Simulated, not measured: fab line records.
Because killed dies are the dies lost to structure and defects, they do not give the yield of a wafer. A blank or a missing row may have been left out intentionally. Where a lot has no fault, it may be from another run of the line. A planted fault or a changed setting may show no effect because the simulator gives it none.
Struck lot and sound lot, side by side :: flow sky130 :: 17 out of 708 route steps
Sound: the wafers L599.1, L599.5, L599.6. Struck: wafers L608.1, L608.2, L608.6. The cause is named last.
At each step with rows: each side's tool, then ch and its chambers, then its first start. Under that, the readings that differ: sound wafers :: struck wafers :: difference of the means :: sigmas: that difference in standard deviations of wafers without a fault.
alike: readings with means less than 2 such deviations apart, plus words and numbers identical on both sides. not compared: withheld readings, readings lacking a value on some wafer, bounds such as >300 that could conceal the same value, and numbers that have no deviation in the record and whose values overlap.
The two part at a step that has a row with sigmas, a row that says differs or no value, or rows on one side only. Non-overlapping numbers with no deviation appear without sigmas and do not part them. A reading that every wafer of one side lacks parts them only if that side has two wafers or more.

SKY_VT_ADJUST_LVTN_OVL_MEAS_07:
  sound: overlay-02 at day 8 14:30; struck: overlay-01 at day 11 06:14
  alike: VT_ADJUST_LVTN_OVL
following that, these wafers have no rows for 1 step: SKY_VT_ADJUST_LVTN_IMPLANT_08.
SKY_VT_ADJUST_LVTN_STRIP_09: strips in O2/N2.
  sound on plasma_asher-03 ch 0,1, day 8 14:41; struck on plasma_asher-03 ch 0,1, day 11 06:26
  alike: drypump_motor_current_A, o2_flow_sccm, oes_product_au, strip_time_to_endpoint_s
  not compared: rf_hours_counter_h
SKY_VT_ADJUST_LVTN_TW_MEAS_10:
  sound: film_metro-03 at day 8 14:47; struck: film_metro-04 at day 11 06:32
  alike: VT_ADJUST_LVTN_TW
then, 7 steps without rows for these wafers: SKY_VT_ADJUST_LVTN_DEHYDRATE_11 (time 60 s); SKY_VT_ADJUST_LVTN_HMDS_12 (prime time 60 s); SKY_VT_ADJUST_LVTN_COAT_13 (resist thk 1140 nm); SKY_VT_ADJUST_LVTN_SOFTBAKE_14 (time 60 s); SKY_VT_ADJUST_LVTN_EXPOSE_15 (exposes mask HVN STD DERIVED, target cd 600 nm); SKY_VT_ADJUST_LVTN_PEB_16; SKY_VT_ADJUST_LVTN_DEVELOP_17 (develop time 60 s).
SKY_VT_ADJUST_LVTN_OVL_MEAS_18:
  sound: overlay-01 at day 9 13:23; struck: overlay-02 at day 12 06:17
  alike: VT_ADJUST_LVTN_01_OVL
SKY_VT_ADJUST_LVTN_IMPLANT_19:
  sound on implanter-01 ch 0, day 9 13:26; struck on implanter-04 ch 0, day 12 06:20
reading: dose_ions_cm2
sound: 6.505e+11 6.508e+11 6.502e+11
struck: 4.475e+11 4.488e+11 4.476e+11
difference: -2.025e+11
sigmas: -99 or more

reading: faraday_current_uA
sound: 3.85 3.76 3.65
struck: 2.58 2.56 2.44
difference: -1.23
sigmas: -17
SKY_VT_ADJUST_LVTN_STRIP_20: strips in O2/N2.
  sound on plasma_asher-03 ch 0,1, day 9 13:35; struck on plasma_asher-03 ch 0,1, day 12 06:29
  alike: drypump_motor_current_A, o2_flow_sccm, oes_product_au, strip_time_to_endpoint_s
  not compared: rf_hours_counter_h
SKY_VT_ADJUST_LVTN_TW_MEAS_21:
  sound: film_metro-02 at day 9 13:41; struck: film_metro-04 at day 12 06:35
reading: VT_ADJUST_LVTN_2_TW
sound: 185.4 185.4 185.1
struck: 171.2 173.1 172.3
difference: -13.1
sigmas: -6
then, 1 step without rows for these wafers: SKY_VT_ADJUST_NCORE_DEHYDRATE_00 (time 60 s).
-- here the record skips 37 days between the struck wafers' starts before and after, leaving off in module VT_ADJUST_NCORE and picking up in module PAD_OPEN (first step shown: number 708 of the route) --
SKY_PAD_OPEN_PROBE_99:
  sound: prober-02 at day 47 16:49; struck: prober-01 at day 49 17:11
reading: model.etest.res_pwell_under_gate.rs_ohm_sq
sound: 2276 2294 2277
struck: 2322 2322 2327
difference: +41
sigmas: 

reading: model.etest.nfet_16v.vt_v (V)
sound: 0.7512 0.759 0.7517
struck: 0.7688 0.7723 0.7743
difference: +0.0178
sigmas: 

reading: model.etest.nfet_g5v0d10v5.vt_long_v (V)
sound: 0.7947 0.8027 0.7928
struck: 0.8127 0.8179 0.8209
difference: +0.0204
sigmas: 
  alike: killed_at_M0_to_M3, killed_at_M4_up, killed_at_contacts, killed_at_front_end, killed_at_other, killed_dies, killed_open, killed_short
  not compared: model.etest.nfet_g5v0d10v5.body_rise_v, model.etest.nfet_16v.body_rise_v, model.etest.nfet_g5v0d10v5.vt_sat_v, model.etest.nfet_g5v0d10v5.vt_v

## WHERE THEY PART
First at SKY_VT_ADJUST_LVTN_IMPLANT_19; last, within this record, at SKY_VT_ADJUST_LVTN_TW_MEAS_21. Later steps at which nothing parts them and some readings are alike: SKY_PAD_OPEN_PROBE_99.

WHY: whatever the simulator had introduced
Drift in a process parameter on implanter-04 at SKY_VT_ADJUST_LVTN_IMPLANT_19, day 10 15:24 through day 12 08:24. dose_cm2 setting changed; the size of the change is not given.
